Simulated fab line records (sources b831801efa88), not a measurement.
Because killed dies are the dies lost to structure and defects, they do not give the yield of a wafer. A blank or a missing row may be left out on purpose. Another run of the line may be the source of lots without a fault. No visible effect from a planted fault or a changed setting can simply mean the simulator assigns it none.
Chamber matching / flow gf180mcu / 4 sister chambers for GF_V1_CMP_26 on cmp-02
The step polishes, stops on SiO2, t overpolish 15 s, target thk 0 nm. 8 wafers are shown with their chamber, then 9 later ones without.

EACH WAFER AND ITS CHAMBER
wafer=L451.5; chamber=2; motorCurrentA (A)=11.1; timeToEndpointS (s)=82
wafer=L454.1; chamber=0; motorCurrentA (A)=13.1; timeToEndpointS (s)=87
wafer=L454.4; chamber=1; motorCurrentA (A)=9.7; timeToEndpointS (s)=82
wafer=L454.5; chamber=2; motorCurrentA (A)=11.9; timeToEndpointS (s)=88
wafer=L456.2; chamber=0; motorCurrentA (A)=12.6; timeToEndpointS (s)=86
wafer=L457.6; chamber=3; motorCurrentA (A)=12.0; timeToEndpointS (s)=86
wafer=L460.2; chamber=3; motorCurrentA (A)=11.5; timeToEndpointS (s)=88
wafer=L460.4; chamber=1; motorCurrentA (A)=10.3; timeToEndpointS (s)=87

WAFERS WITHOUT THEIR CHAMBER
wafer=L469.1; motorCurrentA (A)=11.3; timeToEndpointS (s)=89
wafer=L469.4; motorCurrentA (A)=9.9; timeToEndpointS (s)=88
wafer=L469.6; motorCurrentA (A)=12.3; timeToEndpointS (s)=87
wafer=L470.2; motorCurrentA (A)=10.1; timeToEndpointS (s)=84
wafer=L470.4; motorCurrentA (A)=13.0; timeToEndpointS (s)=87
wafer=L470.6; motorCurrentA (A)=9.9; timeToEndpointS (s)=86
wafer=L471.2; motorCurrentA (A)=12.8; timeToEndpointS (s)=89
wafer=L471.3; motorCurrentA (A)=10.2; timeToEndpointS (s)=87
wafer=L471.4; motorCurrentA (A)=11.9; timeToEndpointS (s)=89

CHAMBER TAKEN BY EACH
wafer=L469.1; from the rows above=can't be placed: 3 or 2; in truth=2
wafer=L469.4; from the rows above=1; in truth=1
wafer=L469.6; from the rows above=can't be placed: 3 or 0 or 2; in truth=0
wafer=L470.2; from the rows above=1; in truth=1
wafer=L470.4; from the rows above=0; in truth=0
wafer=L470.6; from the rows above=1; in truth=1
wafer=L471.2; from the rows above=can't be placed: 0 or 3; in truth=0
wafer=L471.3; from the rows above=1; in truth=1
wafer=L471.4; from the rows above=can't be placed: 3 or 2 or 0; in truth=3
5 of 9 placed correctly. Unplaceable from these rows: 4, with the true chamber sitting among the candidates in 4. Placed wrongly: 0.
How it was worked out, from the rows above alone: a wafer's distance from a chamber is the root of the sum, over the readings, of the square of ((its reading less the chamber's mean) divided by the reading's scatter). The wafer belongs to the nearest chamber; if the next one is less than 2 further off, it can't be placed. A chamber's mean is the mean of its shown wafers. The scatter: take each reading less its chamber's mean, square it, sum over the shown wafers, divide by the number of wafers less the number of chambers, and take the root.
